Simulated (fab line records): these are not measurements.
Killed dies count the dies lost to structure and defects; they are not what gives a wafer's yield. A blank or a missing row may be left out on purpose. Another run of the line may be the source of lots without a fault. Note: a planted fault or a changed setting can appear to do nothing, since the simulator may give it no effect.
Which tool did it? :: flow gf180mcu :: 18 wafers from 6 lots sampled at 3 of the route's 602 steps

WHAT EACH GAUGE READ, for each wafer
GF_NSD_TW_MEAS_12.
lot: L925
measured: day 14 00:19
on: film metro-03
NSD_TW: 4292 4264 4268

lot: L930
measured: day 15 19:05
on: film metro-04
NSD_TW: 4250 4256 4246

lot: L933
measured: day 17 00:49
on: film metro-01
NSD_TW: 4242 4218 4265

lot: L936
measured: day 18 04:58
on: film metro-01
NSD_TW: 4264 4265 4267

lot: L938
measured: day 18 18:31
on: film metro-03
NSD_TW: 4236 4246 4230

lot: L945
measured: day 21 04:20
on: film metro-01
NSD_TW: 4304 4299 4303

WHICH TOOL RAN EACH LOT (tool, then ch and the chambers of the sampled wafers, then the start)
lot: L925
GF_DNWELL_STRIP_08: plasma asher-03 ch 0, day 3 04:20
GF_HV_LDD_IMPLANT_21: implanter-04 ch 0, day 11 07:10

lot: L930
GF_DNWELL_STRIP_08: plasma asher-02 ch 1, day 4 07:23
GF_HV_LDD_IMPLANT_21: implanter-04 ch 0, day 13 00:02

lot: L933
GF_DNWELL_STRIP_08: plasma asher-02 ch 0,1, day 5 01:07
GF_HV_LDD_IMPLANT_21: implanter-01 ch 0, day 14 03:39

lot: L936
GF_DNWELL_STRIP_08: plasma asher-03 ch 0,1, day 5 20:38
GF_HV_LDD_IMPLANT_21: implanter-01 ch 0, day 15 04:53

lot: L938
GF_DNWELL_STRIP_08: plasma asher-03 ch 0,1, day 6 03:14
GF_HV_LDD_IMPLANT_21: implanter-01 ch 0, day 15 17:46

lot: L945
GF_DNWELL_STRIP_08: plasma asher-01 ch 0,1, day 7 16:28
GF_HV_LDD_IMPLANT_21: implanter-04 ch 0, day 17 22:52
- GF_DNWELL_STRIP_08: strips in O2/N2.
- GF_HV_LDD_IMPLANT_21

THE ANSWER, worked out from the rows above alone
Rule: what is usual is taken from the lots themselves. Put in order of their means at a reading, lots are off if they are a third of the lots or fewer, leave a main group of 4 or more, and stand apart from it by a gap of 3 or more times the standard deviation of the main group's means; of several such gaps the widest counts. If all means in a main group match to the digits the tables above print for the reading, that group is not used. Also off: a lot with no number at a reading for which 4 or more lots have one. The other lots that the step has rows for count as sound.
Across all readings shown, no lot is off: no conclusion can be drawn from this.

WHAT THE SIMULATOR HAD PUT IN
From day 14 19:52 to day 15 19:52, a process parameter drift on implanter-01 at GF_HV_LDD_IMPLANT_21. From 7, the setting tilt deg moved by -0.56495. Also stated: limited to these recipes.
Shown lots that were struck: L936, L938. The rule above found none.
